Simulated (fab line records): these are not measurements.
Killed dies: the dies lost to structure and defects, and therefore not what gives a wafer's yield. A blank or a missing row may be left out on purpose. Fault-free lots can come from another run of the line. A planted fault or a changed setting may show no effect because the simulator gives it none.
Chamber matching    flow gf180mcu    GF_V2_CMP_04 on cmp-01 has 4 sister chambers
The step polishes SiO2. 4 wafers are shown with their chamber, then 8 later ones without.

EACH WAFER AND ITS CHAMBER
wafer   chamber  motor_current_A (A)
L904.2  0        13.2
L904.3  2        11.8
L906.6  3        12.1
L914.1  1        11.6

WAFERS WITH NO CHAMBER GIVEN
wafer   motor_current_A (A)
L914.4  11.8
L914.6  11.7
L917.1  12.0
L917.2  11.8
L917.5  11.4
L921.2  13.3
L921.4  10.9
L921.6  12.2

THE CHAMBER EACH PASSED THROUGH
wafer   from the rows above           in truth
L914.4  can't be placed: 2 or 1 or 3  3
L914.6  can't be placed: 1 or 2 or 3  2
L917.1  can't be placed: 3 or 2 or 1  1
L917.2  can't be placed: 2 or 1 or 3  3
L917.5  can't be placed: 1 or 2 or 3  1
L921.2  0                             0
L921.4  can't be placed: 1 or 2 or 3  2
L921.6  can't be placed: 3 or 2 or 1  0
1 of 8 placed correctly. Cannot be placed on the basis of these rows: 7; the candidates contain the true chamber in 6. Placed wrongly: 0.
How it was worked out, from the rows above alone: a wafer's distance from a chamber is the root of the sum, over the readings, of the square of ((its reading less the chamber's mean) divided by the reading's scatter). The wafer belongs to the nearest chamber; if the next one is less than 2 further off, it can't be placed. The mean given for a chamber averages the wafers shown for that chamber. The scatter (one wafer shown for each chamber): square how far every hidden wafer sits from the nearest shown wafer, average those squares and take the square root.
